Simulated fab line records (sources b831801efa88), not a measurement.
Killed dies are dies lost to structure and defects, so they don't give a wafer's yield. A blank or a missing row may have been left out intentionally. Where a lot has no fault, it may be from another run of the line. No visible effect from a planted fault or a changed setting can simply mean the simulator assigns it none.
fab line records ; flow sky130
record lots=14; wafers=42; last_day=50
route steps=708 shown GATE_OXIDE@201 POLY_GATE@205 LDD_N@250 PAD_OPEN@708
lots that met no fault: taken from a fault-free run of the same line
start_h: start of the lot's first displayed wafer, in hours after the record's first day ; wait_h: hours from the lot's prior step to this one ; " identical to the entry in the row above ; L1.1+2: a row that stands for several wafers ; - either no value or no given start ; * or withheld: withheld ; < > ~ a bound
route shown NAME@n: a module of which the file shows steps, and the number in the route of the first ; usual: average and standard deviation across the fault-free wafers ; same: alike in all rows ; chamber/n: place in a boat ; sites: readings site by site ; _std_site: standard deviation of those values ; _edge_site: outer sites' mean less inner sites' ; radius_mm: how far each site lies from the wafer's centre ; mask NAME#n: copy n ; behind: tool/chamber where the wafer was last shaped ; hold: why the lot went on hold/how many hours it stayed there/how the hold came to an end ; device: which transistor (n, p or np) failed to switch ; end of line: the tests these same wafers got at the end of their route ; a step without rows: its recipe alone ; killed: not the wafer's yield, but the dies lost to structure and defects at the first sort ; map: dies across one wafer; x = killed, . = not, _ = none there
set.NAME: the setting as run; set.NAME@STEP: as run at that earlier step ; model.NAME: the simulator's own value behind a step, which no gauge read
steps of the route over a sample of lots; a table a step, a row a wafer
services: from which hour (start_h, from the record's first day; less than 0 if before it) a tool's chamber was out of use, for how many hours, and why
## steps
# step SKY_GATE_OXIDE_TW_MEAS_14
# usual GATE_OXIDE_TW=224.4/0.98
lot.wafer;tool;chamber;start_h;wait_h;GATE_OXIDE_TW
L664.3;film_metro-03;-;305.10;0.1;224.3
L664.5;film_metro-03;-;305.10;0.1;224.6
L664.6;film_metro-03;-;305.10;0.1;224.2
L665.1;film_metro-03;-;311.66;0.1;224.2
L665.3;film_metro-03;-;311.66;0.1;225.4
L665.5;film_metro-03;-;311.66;0.1;224.7
L666.1;film_metro-02;-;323.72;0.1;226.7
L666.4;film_metro-02;-;323.72;0.1;224.1
L666.5;film_metro-02;-;323.72;0.1;224.7
L667.2;film_metro-04;-;337.21;0.1;223.3
L667.5;film_metro-04;-;337.21;0.1;223.4
L667.6;film_metro-04;-;337.21;0.1;224.5
L668.3;film_metro-02;-;347.27;0.1;223.3
L668.5;film_metro-02;-;347.27;0.1;223.6
L668.6;film_metro-02;-;347.27;0.1;222.8
L669.2;film_metro-03;-;350.36;0.1;223.4
L669.4;film_metro-03;-;350.36;0.1;223.7
L669.6;film_metro-03;-;350.36;0.1;224.9
L670.3;film_metro-03;-;360.27;0.1;225.8
L670.4;film_metro-03;-;360.27;0.1;225.6
L670.6;film_metro-03;-;360.27;0.1;224.8
L674.2;film_metro-02;-;390.61;0.1;223.4
L674.4;film_metro-02;-;390.61;0.1;225.3
L674.5;film_metro-02;-;390.61;0.1;225.0
L675.2;film_metro-02;-;400.42;0.1;224.3
L675.3;film_metro-02;-;400.42;0.1;224.2
L675.4;film_metro-02;-;400.42;0.1;225.4
L682.2;film_metro-03;-;467.31;0.1;226.1
L682.4;film_metro-03;-;467.31;0.1;226.4
L682.5;film_metro-03;-;467.31;0.1;224.3
L684.4;film_metro-03;-;483.60;0.1;223.5
L684.5;film_metro-03;-;483.60;0.1;224.6
L684.6;film_metro-03;-;483.60;0.1;223.2
L685.1;film_metro-02;-;486.55;0.1;224.6
L685.2;film_metro-02;-;486.55;0.1;224.5
L685.5;film_metro-02;-;486.55;0.1;223.4
L686.1;film_metro-02;-;497.73;0.1;224.5
L686.5;film_metro-02;-;497.73;0.1;224.1
L686.6;film_metro-02;-;497.73;0.1;223.8
L687.1;film_metro-04;-;501.46;0.1;225.1
L687.4;film_metro-04;-;501.46;0.1;225.2
L687.6;film_metro-04;-;501.46;0.1;225.6
# step SKY_POLY_GATE_THK_MEAS_01
# recipe reads=poly-Si_of_POLY_GATE_CVD_00
# usual POLY_GATE_CVD_00_THK=178.8/1.8
lot.wafer;tool;chamber;start_h;wait_h;POLY_GATE_CVD_00_THK[nm]
L664.3;film_metro-04;-;309.02;0.0;175.4
L664.5;film_metro-04;-;309.02;0.0;175.1
L664.6;film_metro-04;-;309.02;0.0;176.4
L665.1;film_metro-04;-;314.70;0.0;178.4
L665.3;film_metro-04;-;314.70;0.0;177.8
L665.5;film_metro-04;-;314.70;0.0;178.8
L666.1;film_metro-01;-;326.56;0.0;180.7
L666.4;film_metro-01;-;326.56;0.0;179.6
L666.5;film_metro-01;-;326.56;0.0;180.7
L667.2;film_metro-01;-;340.56;0.0;178.9
L667.5;film_metro-01;-;340.56;0.0;177.6
L667.6;film_metro-01;-;340.56;0.0;177.6
L668.3;film_metro-01;-;351.57;0.0;177.9
L668.5;film_metro-01;-;351.57;0.0;177.4
L668.6;film_metro-01;-;351.57;0.0;177.8
L669.2;film_metro-01;-;354.28;0.0;177.3
L669.4;film_metro-01;-;354.28;0.0;178.1
L669.6;film_metro-01;-;354.28;0.0;178.3
L670.3;film_metro-03;-;364.75;0.0;180.0
L670.4;film_metro-03;-;364.75;0.0;179.6
L670.6;film_metro-03;-;364.75;0.0;178.2
L674.2;film_metro-04;-;393.45;0.0;175.8
L674.4;film_metro-04;-;393.45;0.0;176.2
L674.5;film_metro-04;-;393.45;0.0;177.4
L675.2;film_metro-01;-;404.37;0.0;180.4
L675.3;film_metro-01;-;404.37;0.0;180.4
L675.4;film_metro-01;-;404.37;0.0;180.7
L682.2;film_metro-01;-;470.16;0.0;181.8
L682.4;film_metro-01;-;470.16;0.0;181.4
L682.5;film_metro-01;-;470.16;0.0;181.4
L684.4;film_metro-04;-;486.45;0.0;177.3
L684.5;film_metro-04;-;486.45;0.0;178.0
L684.6;film_metro-04;-;486.45;0.0;176.3
L685.1;film_metro-04;-;489.76;0.0;179.3
L685.2;film_metro-04;-;489.76;0.0;180.7
L685.5;film_metro-04;-;489.76;0.0;179.9
L686.1;film_metro-03;-;501.45;0.0;177.4
L686.5;film_metro-03;-;501.45;0.0;179.0
L686.6;film_metro-03;-;501.45;0.0;177.8
L687.1;film_metro-01;-;504.33;0.0;176.5
L687.4;film_metro-01;-;504.33;0.0;178.3
L687.6;film_metro-01;-;504.33;0.0;177.8
# step SKY_POLY_GATE_THK_MEAS_21
# recipe reads=SiO2_of_POLY_GATE_OXIDATION_20
# usual POLY_GATE_OXIDATION_THK=3.98/0.081
lot.wafer;tool;chamber;start_h;wait_h;POLY_GATE_OXIDATION_THK[nm]
L664.3;film_metro-03;-;367.66;0.0;4.04
L664.5;film_metro-03;-;367.66;0.0;3.99
L664.6;film_metro-03;-;367.66;0.0;4.01
L665.1;film_metro-04;-;376.52;0.0;3.94
L665.3;film_metro-04;-;376.52;0.0;3.99
L665.5;film_metro-04;-;376.52;0.0;3.97
L666.1;film_metro-03;-;386.20;0.0;3.99
L666.4;film_metro-03;-;386.20;0.0;3.97
L666.5;film_metro-03;-;386.20;0.0;3.97
L667.2;film_metro-01;-;401.57;0.0;4.14
L667.5;film_metro-01;-;401.57;0.0;4.12
L667.6;film_metro-01;-;401.57;0.0;4.15
L668.3;film_metro-03;-;412.38;0.0;3.96
L668.5;film_metro-03;-;412.38;0.0;4.10
L668.6;film_metro-03;-;412.38;0.0;4.00
L669.2;film_metro-01;-;417.88;0.0;3.82
L669.4;film_metro-01;-;417.88;0.0;3.86
L669.6;film_metro-01;-;417.88;0.0;3.94
L670.3;film_metro-01;-;427.88;0.0;3.97
L670.4;film_metro-01;-;427.88;0.0;4.09
L670.6;film_metro-01;-;427.88;0.0;4.02
L674.2;film_metro-01;-;458.13;0.0;3.96
L674.4;film_metro-01;-;458.13;0.0;4.07
L674.5;film_metro-01;-;458.13;0.0;4.05
L675.2;film_metro-01;-;470.93;0.0;3.99
L675.3;film_metro-01;-;470.93;0.0;3.86
L675.4;film_metro-01;-;470.93;0.0;3.98
L682.2;film_metro-03;-;534.84;0.0;3.90
L682.4;film_metro-03;-;534.84;0.0;3.97
L682.5;film_metro-03;-;534.84;0.0;3.88
L684.4;film_metro-03;-;550.73;0.0;3.81
L684.5;film_metro-03;-;550.73;0.0;3.91
L684.6;film_metro-03;-;550.73;0.0;3.79
L685.1;film_metro-01;-;553.22;0.0;3.90
L685.2;film_metro-01;-;553.22;0.0;3.99
L685.5;film_metro-01;-;553.22;0.0;3.88
L686.1;film_metro-04;-;565.47;0.0;3.90
L686.5;film_metro-04;-;565.47;0.0;3.97
L686.6;film_metro-04;-;565.47;0.0;3.89
L687.1;film_metro-04;-;568.99;0.0;3.97
L687.4;film_metro-04;-;568.99;0.0;4.08
L687.6;film_metro-04;-;568.99;0.0;4.07
# step SKY_LDD_N_IMPLANT_13
# recipe species=BF2; energy_kev=50; dose_cm2=5e+12; tilt_deg=30; rotation_deg=90
# usual beam_energy_keV=50.000/0.016; rotation_deg=89.999/0.023
lot.wafer;tool;chamber;start_h;wait_h;beam_energy_keV;rotation_deg
L664.3;implanter-01;0;397.45;0.1;50.019;90.018
L664.5;implanter-01;0;397.45;0.1;49.987;90.019
L664.6;implanter-01;0;397.45;0.1;50.023;90.022
L665.1;implanter-02;0;406.65;0.1;49.993;90.044
L665.3;implanter-02;0;406.65;0.1;50.000;89.987
L665.5;implanter-02;0;406.65;0.1;50.005;90.011
L666.1;implanter-02;0;416.50;0.1;50.019;90.038
L666.4;implanter-02;0;416.50;0.1;49.999;90.012
L666.5;implanter-02;0;416.50;0.1;50.015;90.046
L667.2;implanter-03;0;432.89;0.1;50.011;90.007
L667.5;implanter-03;0;432.89;0.1;50.011;89.961
L667.6;implanter-03;0;432.89;0.1;49.991;89.970
L668.3;implanter-02;0;443.93;0.1;50.013;90.011
L668.5;implanter-02;0;443.93;0.1;50.051;90.038
L668.6;implanter-02;0;443.93;0.1;50.007;89.971
L669.2;implanter-02;0;449.47;0.1;49.992;89.956
L669.4;implanter-02;0;449.47;0.1;49.997;89.995
L669.6;implanter-02;0;449.47;0.1;49.988;89.975
L670.3;implanter-03;0;459.41;0.1;50.026;89.952
L670.4;implanter-03;0;459.41;0.1;49.988;89.993
L670.6;implanter-03;0;459.41;0.1;50.014;89.961
L674.2;implanter-02;0;490.08;0.1;52.498;90.034
L674.4;implanter-02;0;490.08;0.1;52.505;89.988
L674.5;implanter-02;0;490.08;0.1;52.490;90.023
L675.2;implanter-02;0;501.89;0.1;52.492;90.026
L675.3;implanter-02;0;501.89;0.1;52.519;90.013
L675.4;implanter-02;0;501.89;0.1;52.489;89.971
L682.2;implanter-01;0;567.99;0.1;49.978;89.999
L682.4;implanter-01;0;567.99;0.1;49.986;90.020
L682.5;implanter-01;0;567.99;0.1;49.988;89.957
L684.4;implanter-02;0;581.56;0.1;50.016;89.993
L684.5;implanter-02;0;581.56;0.1;50.010;90.026
L684.6;implanter-02;0;581.56;0.1;49.997;90.036
L685.1;implanter-02;0;583.40;0.1;50.020;89.953
L685.2;implanter-02;0;583.40;0.1;50.020;89.969
L685.5;implanter-02;0;583.40;0.1;50.040;90.014
L686.1;implanter-02;0;595.61;0.1;50.023;90.013
L686.5;implanter-02;0;595.61;0.1;50.005;90.015
L686.6;implanter-02;0;595.61;0.1;49.988;90.019
L687.1;implanter-02;0;598.60;0.1;50.015;90.003
L687.4;implanter-02;0;598.60;0.1;49.983;89.957
L687.6;implanter-02;0;598.60;0.1;50.001;89.984
# step SKY_PAD_OPEN_PROBE_99
# usual killed_at_M0_to_M3=43/7.6; killed_at_M4_up=2.9/1.9; killed_at_contacts=24/5; killed_at_front_end=15/4.3; killed_at_other=0.3/0.54; killed_dies=85/10; killed_open=47/7; killed_short=38/6.4
# same gross_dies=492; killed_at_back_side=0
lot.wafer;tool;chamber;start_h;wait_h;killed_at_M0_to_M3;killed_at_M4_up;killed_at_contacts;killed_at_front_end;killed_at_other;killed_dies;killed_open;killed_short
L664.3;prober-02;-;1075.92;0.2;35;4;25;22;0;86;41;45
L664.5;prober-02;-;1076.02;0.2;31;4;36;16;1;88;56;32
L664.6;prober-02;-;1076.07;0.2;43;5;22;20;0;90;42;48
L665.1;prober-01;-;1081.18;0.1;35;3;24;13;0;75;41;34
L665.3;prober-01;-;1081.28;0.2;55;2;19;11;1;88;45;43
L665.5;prober-01;-;1081.38;0.2;42;5;21;12;1;81;47;34
L666.1;prober-02;-;1088.34;0.1;44;5;19;13;1;82;42;40
L666.4;prober-02;-;1088.49;0.2;39;4;23;12;2;80;51;29
L666.5;prober-02;-;1088.54;0.2;39;5;21;10;0;75;45;30
L667.2;prober-01;-;1098.52;0.1;42;1;18;15;0;76;45;31
L667.5;prober-01;-;1098.67;0.2;37;3;23;15;1;79;44;35
L667.6;prober-01;-;1098.72;0.2;35;3;31;15;0;84;51;33
L668.3;prober-02;-;1107.16;0.2;42;3;32;7;0;84;46;38
L668.5;prober-02;-;1107.26;0.2;42;3;21;17;0;83;51;32
L668.6;prober-02;-;1107.31;0.2;33;2;29;16;0;80;45;35
L669.2;prober-01;-;1111.13;0.1;46;2;21;13;0;82;45;37
L669.4;prober-01;-;1111.23;0.2;37;1;23;17;0;78;47;31
L669.6;prober-01;-;1111.33;0.2;40;2;19;16;1;78;42;36
L670.3;prober-02;-;1114.34;0.2;34;1;23;16;0;74;45;29
L670.4;prober-02;-;1114.39;0.2;38;4;21;13;0;76;39;37
L670.6;prober-02;-;1114.49;0.2;47;4;19;14;0;84;45;39
L674.2;prober-01;-;1138.36;0.1;48;2;26;16;0;92;48;44
L674.4;prober-01;-;1138.46;0.2;43;3;27;7;0;80;39;41
L674.5;prober-01;-;1138.51;0.2;43;4;26;14;1;88;47;41
L675.2;prober-01;-;1146.53;0.1;51;3;22;20;2;98;56;42
L675.3;prober-01;-;1146.58;0.2;53;1;22;19;2;97;52;45
L675.4;prober-01;-;1146.63;0.2;44;2;18;15;0;79;44;35
L682.2;prober-02;-;1180.74;0.1;49;2;18;9;1;79;38;41
L682.4;prober-02;-;1180.84;0.2;35;4;26;11;0;76;39;37
L682.5;prober-02;-;1180.89;0.2;37;3;24;14;0;78;39;39
L684.4;prober-02;-;1190.92;0.2;32;1;27;19;0;79;47;32
L684.5;prober-02;-;1190.97;0.2;46;5;31;17;0;99;56;43
L684.6;prober-02;-;1191.02;0.2;43;5;21;12;0;81;41;40
L685.1;prober-01;-;1196.32;0.1;35;3;27;19;0;84;38;46
L685.2;prober-01;-;1196.37;0.1;50;2;33;20;2;107;71;36
L685.5;prober-01;-;1196.52;0.2;56;3;21;11;0;91;53;38
L686.1;prober-02;-;1199.38;0.1;56;0;21;21;2;100;60;40
L686.5;prober-02;-;1199.58;0.2;44;6;15;21;1;87;46;41
L686.6;prober-02;-;1199.63;0.2;45;2;20;23;0;90;50;40
L687.1;prober-01;-;1199.73;0.1;48;2;19;10;0;79;41;38
L687.4;prober-01;-;1199.88;0.2;48;3;23;21;0;95;54;41
L687.6;prober-01;-;1199.98;0.2;51;2;17;15;1;86;50;36
# killed by level:class
L664.3 FIELD_ISO:geometric_particle:open=8 VIA1:geometric_particle:open=8 LOCAL_INTERCONNECT:geometric_particle:short=7 LI_CONTACT:geometric_particle:open=6 CONTACT:geometric_particle:short=6 METAL2:geometric_particle:short=5 FIELD_ISO:geometric_particle:short=4 POLY_GATE:geometric_particle:short=4
L664.5 VIA1:geometric_particle:open=15 CONTACT:geometric_particle:open=12 CONTACT:geometric_particle:short=10 LOCAL_INTERCONNECT:geometric_particle:short=8 POLY_GATE:geometric_particle:open=6 VIA3:geometric_particle:open=6 FIELD_ISO:geometric_particle:short=5 LI_CONTACT:geometric_particle:open=4
L664.6 VIA1:geometric_particle:open=13 CONTACT:geometric_particle:short=8 FIELD_ISO:geometric_particle:short=7 CONTACT:geometric_particle:open=6 VIA3:geometric_particle:open=6 VIA3:geometric_particle:short=5 POLY_GATE:geometric_particle:short=4 SPACER:geometric_particle:short=4
L665.1 CONTACT:geometric_particle:open=14 VIA1:geometric_particle:open=10 POLY_GATE:geometric_particle:open=5 VIA1:geometric_particle:short=5 METAL1:geometric_particle:short=5 CONTACT:geometric_particle:short=4 LOCAL_INTERCONNECT:geometric_particle:short=4 VIA3:geometric_particle:open=3
L665.3 VIA1:geometric_particle:open=12 METAL1:geometric_particle:short=10 CONTACT:geometric_particle:open=8 VIA2:geometric_particle:open=8 POLY_GATE:geometric_particle:short=5 VIA2:geometric_particle:short=5 LI_CONTACT:geometric_particle:open=4 CONTACT:geometric_particle:short=4
L665.5 CONTACT:geometric_particle:open=12 VIA1:geometric_particle:open=10 VIA2:geometric_particle:open=6 FIELD_ISO:geometric_particle:open=5 VIA1:geometric_particle:short=5 VIA2:geometric_particle:short=5 METAL1:geometric_particle:short=4 METAL2:geometric_particle:short=4
L666.1 VIA2:geometric_particle:open=9 CONTACT:geometric_particle:open=7 VIA1:geometric_particle:open=6 METAL1:geometric_particle:short=5 METAL2:geometric_particle:short=5 FIELD_ISO:geometric_particle:open=4 LI_CONTACT:geometric_particle:open=4 POLY_GATE:geometric_particle:open=4
L666.4 VIA2:geometric_particle:open=11 VIA1:geometric_particle:open=9 LI_CONTACT:geometric_particle:open=8 CONTACT:geometric_particle:open=8 POLY_GATE:geometric_particle:open=6 METAL2:geometric_particle:short=6 LI_CONTACT:geometric_particle:short=3 CONTACT:geometric_particle:short=3
L666.5 CONTACT:geometric_particle:open=10 VIA1:geometric_particle:open=9 VIA3:geometric_particle:open=7 POLY_GATE:geometric_particle:open=5 METAL4:geometric_particle:short=4 LI_CONTACT:geometric_particle:open=4 VIA2:geometric_particle:short=4 VIA2:geometric_particle:open=4
L667.2 VIA1:geometric_particle:open=11 VIA3:geometric_particle:open=8 VIA2:geometric_particle:open=5 LI_CONTACT:geometric_particle:open=5 CONTACT:geometric_particle:open=5 METAL1:geometric_particle:short=5 VIA1:geometric_particle:short=5 POLY_GATE:geometric_particle:open=4
L667.5 CONTACT:geometric_particle:open=10 VIA1:geometric_particle:open=10 METAL1:geometric_particle:short=8 VIA2:geometric_particle:open=6 POLY_GATE:geometric_particle:open=5 LI_CONTACT:geometric_particle:open=5 POLY_GATE:geometric_particle:short=4 LOCAL_INTERCONNECT:geometric_particle:short=4
L667.6 LI_CONTACT:geometric_particle:open=14 CONTACT:geometric_particle:open=9 VIA2:geometric_particle:open=6 VIA1:geometric_particle:open=6 FIELD_ISO:geometric_particle:open=5 METAL3:geometric_particle:short=5 VIA2:geometric_particle:short=4 VIA3:geometric_particle:open=4
L668.3 LI_CONTACT:geometric_particle:open=11 CONTACT:geometric_particle:open=9 VIA2:geometric_particle:open=9 VIA1:geometric_particle:open=7 METAL1:geometric_particle:short=6 METAL2:geometric_particle:short=6 VIA3:geometric_particle:open=5 LI_CONTACT:geometric_particle:short=4
L668.5 VIA1:geometric_particle:open=12 CONTACT:geometric_particle:open=10 VIA3:geometric_particle:open=9 FIELD_ISO:geometric_particle:open=6 SPACER:geometric_particle:short=5 LI_CONTACT:geometric_particle:open=5 VIA1:geometric_particle:short=5 VIA2:geometric_particle:short=4
L668.6 LI_CONTACT:geometric_particle:open=10 CONTACT:geometric_particle:open=8 METAL2:geometric_particle:short=7 VIA2:geometric_particle:open=7 POLY_GATE:geometric_particle:open=6 LOCAL_INTERCONNECT:geometric_particle:short=4 SPACER:geometric_particle:short=3 LI_CONTACT:geometric_particle:short=3
L669.2 VIA3:geometric_particle:open=9 CONTACT:geometric_particle:open=8 VIA1:geometric_particle:short=8 VIA1:geometric_particle:open=8 FIELD_ISO:geometric_particle:short=5 LI_CONTACT:geometric_particle:open=5 VIA2:geometric_particle:open=5 CONTACT:geometric_particle:short=4
L669.4 VIA1:geometric_particle:open=11 LI_CONTACT:geometric_particle:open=8 CONTACT:geometric_particle:open=8 POLY_GATE:geometric_particle:open=6 METAL2:geometric_particle:short=6 METAL1:geometric_particle:short=5 VIA1:geometric_particle:short=5 FIELD_ISO:geometric_particle:open=4
L669.6 VIA3:geometric_particle:open=11 FIELD_ISO:geometric_particle:short=6 FIELD_ISO:geometric_particle:open=6 CONTACT:geometric_particle:open=6 LOCAL_INTERCONNECT:geometric_particle:short=5 VIA1:geometric_particle:open=5 METAL2:geometric_particle:short=5 METAL1:geometric_particle:short=4
L670.3 CONTACT:geometric_particle:open=9 VIA1:geometric_particle:open=8 FIELD_ISO:geometric_particle:short=6 LI_CONTACT:geometric_particle:open=6 LOCAL_INTERCONNECT:geometric_particle:short=6 VIA3:geometric_particle:open=6 VIA2:geometric_particle:open=5 POLY_GATE:geometric_particle:open=3
L670.4 CONTACT:geometric_particle:open=11 VIA3:geometric_particle:open=10 METAL1:geometric_particle:short=8 POLY_GATE:geometric_particle:short=5 METAL2:geometric_particle:short=5 POLY_GATE:geometric_particle:open=4 VIA1:geometric_particle:short=4 VIA1:geometric_particle:open=4
L670.6 VIA2:geometric_particle:open=8 CONTACT:geometric_particle:open=8 VIA1:geometric_particle:open=7 VIA3:geometric_particle:open=7 METAL1:geometric_particle:short=6 CONTACT:geometric_particle:short=5 FIELD_ISO:geometric_particle:open=4 VIA1:geometric_particle:short=4
L674.2 VIA2:geometric_particle:open=13 CONTACT:geometric_particle:open=8 CONTACT:geometric_particle:short=8 VIA1:geometric_particle:short=8 VIA1:geometric_particle:open=8 METAL2:geometric_particle:short=7 POLY_GATE:geometric_particle:short=5 VIA3:geometric_particle:open=5
L674.4 METAL2:geometric_particle:short=9 LI_CONTACT:geometric_particle:open=8 CONTACT:geometric_particle:open=8 VIA3:geometric_particle:open=7 LI_CONTACT:geometric_particle:short=6 METAL1:geometric_particle:short=5 VIA2:geometric_particle:short=4 VIA2:geometric_particle:open=4
L674.5 VIA1:geometric_particle:open=14 CONTACT:geometric_particle:open=8 VIA3:geometric_particle:open=7 LI_CONTACT:geometric_particle:open=6 CONTACT:geometric_particle:short=6 METAL1:geometric_particle:short=6 VIA1:geometric_particle:short=5 POLY_GATE:geometric_particle:short=4
L675.2 CONTACT:geometric_particle:open=14 VIA1:geometric_particle:open=10 VIA2:geometric_particle:open=10 VIA3:geometric_particle:short=6 FIELD_ISO:geometric_particle:short=5 POLY_GATE:geometric_particle:short=5 LI_CONTACT:geometric_particle:open=5 METAL2:geometric_particle:short=5
L675.3 VIA1:geometric_particle:open=11 CONTACT:geometric_particle:open=9 FIELD_ISO:geometric_particle:short=8 VIA3:geometric_particle:open=8 LI_CONTACT:geometric_particle:open=7 VIA2:geometric_particle:open=7 VIA3:geometric_particle:short=5 VIA1:geometric_particle:short=5
L675.4 VIA1:geometric_particle:short=9 VIA1:geometric_particle:open=9 VIA3:geometric_particle:open=8 VIA2:geometric_particle:open=7 FIELD_ISO:geometric_particle:short=6 LI_CONTACT:geometric_particle:open=6 FIELD_ISO:geometric_particle:open=5 CONTACT:geometric_particle:open=5
L682.2 VIA1:geometric_particle:open=12 CONTACT:geometric_particle:open=7 VIA1:geometric_particle:short=7 METAL1:geometric_particle:short=7 VIA2:geometric_particle:short=5 LI_CONTACT:geometric_particle:open=4 METAL2:geometric_particle:short=4 VIA2:geometric_particle:open=4
L682.4 CONTACT:geometric_particle:open=8 METAL1:geometric_particle:short=8 LI_CONTACT:geometric_particle:open=6 CONTACT:geometric_particle:short=6 VIA1:geometric_particle:open=5 VIA3:geometric_particle:open=5 POLY_GATE:geometric_particle:open=4 LOCAL_INTERCONNECT:geometric_particle:short=4
L682.5 LI_CONTACT:geometric_particle:open=9 FIELD_ISO:geometric_particle:short=7 CONTACT:geometric_particle:open=7 METAL1:geometric_particle:short=6 VIA2:geometric_particle:open=5 VIA3:geometric_particle:open=5 VIA3:geometric_particle:short=4 VIA1:geometric_particle:open=4
L684.4 CONTACT:geometric_particle:open=13 LI_CONTACT:geometric_particle:open=7 POLY_GATE:geometric_particle:open=6 VIA3:geometric_particle:open=5 FIELD_ISO:geometric_particle:open=4 VIA1:geometric_particle:short=4 VIA1:geometric_particle:open=4 METAL2:geometric_particle:short=4
L684.5 VIA1:geometric_particle:open=13 LI_CONTACT:geometric_particle:open=11 CONTACT:geometric_particle:open=9 VIA3:geometric_particle:open=6 LOCAL_INTERCONNECT:geometric_particle:short=4 CONTACT:geometric_particle:short=4 METAL1:geometric_particle:short=4 VIA1:geometric_particle:short=4
L684.6 VIA1:geometric_particle:open=9 VIA1:geometric_particle:short=8 VIA2:geometric_particle:open=7 CONTACT:geometric_particle:open=6 LI_CONTACT:geometric_particle:open=5 VIA3:geometric_particle:open=5 POLY_GATE:geometric_particle:short=4 LOCAL_INTERCONNECT:geometric_particle:short=4
L685.1 CONTACT:geometric_particle:open=13 METAL1:geometric_particle:short=8 VIA1:geometric_particle:open=7 FIELD_ISO:geometric_particle:open=4 FIELD_ISO:geometric_particle:short=4 LOCAL_INTERCONNECT:geometric_particle:short=4 SPACER:geometric_particle:short=4 LI_CONTACT:geometric_particle:short=4
L685.2 CONTACT:geometric_particle:open=18 VIA2:geometric_particle:open=11 VIA1:geometric_particle:open=10 FIELD_ISO:geometric_particle:open=8 VIA3:geometric_particle:open=7 LI_CONTACT:geometric_particle:open=5 METAL1:geometric_particle:short=5 POLY_GATE:geometric_particle:open=4
L685.5 VIA3:geometric_particle:open=15 VIA1:geometric_particle:short=8 VIA1:geometric_particle:open=8 CONTACT:geometric_particle:open=8 METAL2:geometric_particle:short=6 LI_CONTACT:geometric_particle:open=5 CONTACT:geometric_particle:short=5 VIA2:geometric_particle:open=5
L686.1 VIA1:geometric_particle:open=16 VIA2:geometric_particle:open=10 CONTACT:geometric_particle:open=8 FIELD_ISO:geometric_particle:open=7 FIELD_ISO:geometric_particle:short=6 VIA3:geometric_particle:open=6 VIA1:geometric_particle:short=6 LI_CONTACT:geometric_particle:open=5
L686.5 VIA1:geometric_particle:open=11 METAL1:geometric_particle:short=6 POLY_GATE:geometric_particle:open=6 VIA3:geometric_particle:open=6 POLY_GATE:geometric_particle:short=5 LI_CONTACT:geometric_particle:open=5 CONTACT:geometric_particle:open=5 VIA2:geometric_particle:short=5
L686.6 VIA1:geometric_particle:open=13 FIELD_ISO:geometric_particle:open=6 METAL2:geometric_particle:short=6 FIELD_ISO:geometric_particle:short=6 LOCAL_INTERCONNECT:geometric_particle:short=6 VIA2:geometric_particle:open=6 VIA3:geometric_particle:open=6 LI_CONTACT:geometric_particle:open=5
L687.1 CONTACT:geometric_particle:open=11 METAL2:geometric_particle:short=8 VIA2:geometric_particle:open=8 VIA1:geometric_particle:open=7 VIA3:geometric_particle:open=5 VIA1:geometric_particle:short=5 VIA3:geometric_particle:short=4 POLY_GATE:geometric_particle:open=3
L687.4 LI_CONTACT:geometric_particle:open=13 METAL1:geometric_particle:short=9 VIA3:geometric_particle:open=9 FIELD_ISO:geometric_particle:short=7 CONTACT:geometric_particle:open=6 VIA1:geometric_particle:open=6 VIA2:geometric_particle:open=6 FIELD_ISO:geometric_particle:open=4
L687.6 VIA2:geometric_particle:open=11 VIA1:geometric_particle:open=9 CONTACT:geometric_particle:open=8 VIA1:geometric_particle:short=7 VIA3:geometric_particle:short=7 FIELD_ISO:geometric_particle:open=5 LI_CONTACT:geometric_particle:short=4 VIA3:geometric_particle:open=4
## services
tool;chamber;start_h;hours;kind
implanter-03;-;376.36;0.6;repair
implanter-03;-;378.05;6.2;pm
implanter-02;-;398.28;6.2;repair
implanter-01;-;447.18;5.6;pm
implanter-03;-;475.65;86.4;pm
implanter-02;-;522.78;4.6;pm
implanter-02;-;552.70;15.2;pm
implanter-03;-;562.10;27.6;pm
## key
first_sign step=SKY_LDD_N_IMPLANT_13; reading=beam_energy_keV; direction=up; sigmas=99+; usual=*; struck=*
effect none on later readings
met_at SKY_LDD_N_IMPLANT_13
struck_lots L674,L675
tester_left_out L674,L675
not_acting_at SKY_GATE_OXIDE_TW_MEAS_14,SKY_POLY_GATE_THK_MEAS_01,SKY_POLY_GATE_THK_MEAS_21
onset_between 449.47 490.08
fault kind=process_parameter_drift; tool=implanter-02; chamber=-; onset_h=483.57; steps=SKY_LDD_N_IMPLANT_13; channel=energy_kev; offset=*; shape=step; end_h=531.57; acts_in=*; stated=*
# tester_left_out: of these lots the tester's yield and bins aren't shown, on N5 and GAA mostly nor the transistor test; their killed dies are dies lost to structure and defects alone, not to doping, threshold or leakage, so they don't give the yield
